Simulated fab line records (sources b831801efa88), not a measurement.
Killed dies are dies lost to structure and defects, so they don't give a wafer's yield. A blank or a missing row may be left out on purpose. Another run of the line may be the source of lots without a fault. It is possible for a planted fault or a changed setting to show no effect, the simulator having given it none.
Which tool is to blame? ; flow gf180mcu ; 14 lots with 42 wafers sampled at 4 steps, on a route of 602 steps

== WHAT EACH GAUGE READ, for each wafer ==
GF_STI_BOW_MEAS_00. Usual: INCOMING_BOW typically reads -1 um, with standard deviation 6.5.
lot;measured;on;INCOMING_BOW (um);flag
L631;day 1 15:00;film-metro-02;2 -4 -1;
L632;day 1 20:01;film-metro-04;-1 6 3;
L633;day 2 01:02;film-metro-01;-3 -1 5;
L634;day 2 06:01;film-metro-01;13 3 2;
L635;day 2 11:00;film-metro-01;5 -2 -3;
L636;day 2 16:01;film-metro-02;-6 -3 3;
L639;day 3 07:00;film-metro-02;0 3 -3;
L645;day 4 13:00;film-metro-01;7 -8 -5;
L647;day 4 23:00;film-metro-02;-10 6 -6;
L648;day 5 04:00;film-metro-02;2 -2 -3;
L649;day 5 09:02;film-metro-01;-2 -2 -6;
L651;day 5 19:00;film-metro-04;3 2 -5;
L652;day 6 00:00;film-metro-02;3 -1 9;
L653;day 6 05:00;film-metro-01;2 7 -7;

GF_STI_THK_MEAS_22. Usual: STI_OXIDATION_01_THK typically reads 14.93 nm, with standard deviation 0.28.
lot;measured;on;STI_OXIDATION_01_THK (nm);flag
L631;day 2 10:08;film-metro-02;15.03 15.13 15.13;
L632;day 2 14:36;film-metro-01;15.07 14.92 15.25;
L633;day 2 18:51;film-metro-02;14.33 14.56 14.39;
L634;day 3 00:38;film-metro-02;15.23 14.93 14.98;
L635;day 3 05:17;film-metro-02;14.60 14.64 14.79;
L636;day 3 10:22;film-metro-04;15.58 15.35 15.28;
L639;day 4 03:07;film-metro-04;14.89 14.95 14.84;
L645;day 5 08:25;film-metro-02;14.67 14.79 14.72;
L647;day 5 20:17;film-metro-01;14.82 14.38 14.72;
L648;day 6 00:53;film-metro-01;14.86 14.92 14.96;
L649;day 6 04:46;film-metro-04;14.94 15.01 14.96;
L651;day 6 15:20;film-metro-02;15.24 15.18 15.00;
L652;day 6 22:46;film-metro-02;15.05 15.23 15.34;
L653;day 7 04:10;film-metro-04;15.36 15.15 14.96;

GF_VT_IMPLANT_OVL_MEAS_40. Usual: VT_IMPLANT_03_OVL typically reads 0.1 nm, with standard deviation 1.8.
lot;measured;on;VT_IMPLANT_03_OVL (nm);flag
L631;day 7 23:59;overlay-01;3.9 1.0 1.3;
L632;day 8 05:44;overlay-02;-1.5 -1.8 -0.7;
L633;day 8 10:41;overlay-01;-0.9 -3.5 -3.8;
L634;day 8 18:38;overlay-01;-0.7 -1.6 -2.4;
L635;day 9 00:20;overlay-02;-0.7 0.7 1.6;
L636;day 9 06:47;overlay-01;-0.6 -1.6 -0.9;
L639;day 10 02:49;overlay-01;1.9 1.0 0.8;
L645;day 11 15:25;overlay-02;-0.4 2.2 4.0;
L647;day 12 06:47;overlay-01;-0.8 0.5 -1.5;
L648;day 12 14:53;overlay-01;-1.2 -0.8 -0.8;
L649;day 12 20:26;overlay-02;0.0 1.3 2.0;
L651;day 13 09:05;overlay-01;1.2 1.7 0.8;
L652;day 14 01:41;overlay-02;-1.2 3.0 2.5;
L653;day 14 00:25;overlay-01;-2.3 -2.1 -2.4;

== WHICH TOOL RAN EACH LOT (tool, then ch and the chambers of the sampled wafers, then the start) ==
lot;GF_STI_PEB_10
L631;litho-track-04 ch 0, day 2 06:35
L632;litho-track-01 ch 0, day 2 12:24
L633;litho-track-02 ch 0, day 2 16:41
L634;litho-track-04 ch 0, day 2 22:28
L635;litho-track-01 ch 0, day 3 03:04
L636;litho-track-04 ch 0, day 3 08:08
L639;litho-track-01 ch 0, day 4 00:55
L645;litho-track-02 ch 0, day 5 06:13
L647;litho-track-04 ch 0, day 5 18:05
L648;litho-track-02 ch 0, day 5 22:25
L649;litho-track-01 ch 0, day 6 02:32
L651;litho-track-01 ch 0, day 6 13:07
L652;litho-track-01 ch 0, day 6 20:34
L653;litho-track-01 ch 0, day 7 01:55
- GF_STI_PEB_10: peb time 90 s.

== AS READ BY THE TOOLS THEMSELVES (means over the sampled wafers that have a number; for cases with no such wafer, the mark the record gives instead) ==
GF_STI_PEB_10. Usual: heater-power-total-W at 85.70 W, with a standard deviation of 0.082.
lot;tool;heater-power-total-W (W);flag
L631;litho-track-04;85.60;
L632;litho-track-01;85.64;
L633;litho-track-02;85.65;
L634;litho-track-04;85.69;
L635;litho-track-01;85.72;
L636;litho-track-04;85.78;
L639;litho-track-01;85.65;
L645;litho-track-02;86.93;OFF
L647;litho-track-04;85.71;
L648;litho-track-02;86.95;OFF
L649;litho-track-01;85.70;
L651;litho-track-01;85.67;
L652;litho-track-01;85.74;
L653;litho-track-01;85.83;

== THE ANSWER, worked out from the rows above alone ==
Rule: take the mean of a lot's wafers that have a number; if it is more than 3 standard deviations from the usual mean, the lot is off. A lot without any number at a reading at which 4 lots or more have one is off too. Any other lot the step has rows for is counted as sound. Order of review: gauges by route order, followed by the tools' own readings, for which a lot's mean as printed above is used. The first step at which some lot is off is used, and at that step the reading that is off furthest; a lot without a number counts as furthest.
Off: L645, L648 (GF_STI_PEB_10, heater-power-total-W).
A tool fits if, at that step or a process step before it, it ran every lot that is off, and no sound lot after the first of them. One fits: GF_STI_PEB_10 on litho-track-02. Its last sound lot is L633 (day 2 16:41), its first lot that is off L645 (day 5 06:13): a fault that began between those two fits.
On the lots that are off, the tool's own readings at GF_STI_PEB_10 differ by more than 5 times the standard deviation of the sound lots' means, which bears it out; heater-power-total-W reads 86.94 W there versus 85.70 W on the sound lots.

== WHAT THE SIMULATOR HAD PUT IN ==
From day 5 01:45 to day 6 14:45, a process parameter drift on litho-track-02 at GF_STI_PEB_10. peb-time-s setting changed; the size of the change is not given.
Lots struck among those shown: L645, L648. Same finding as the rule above.
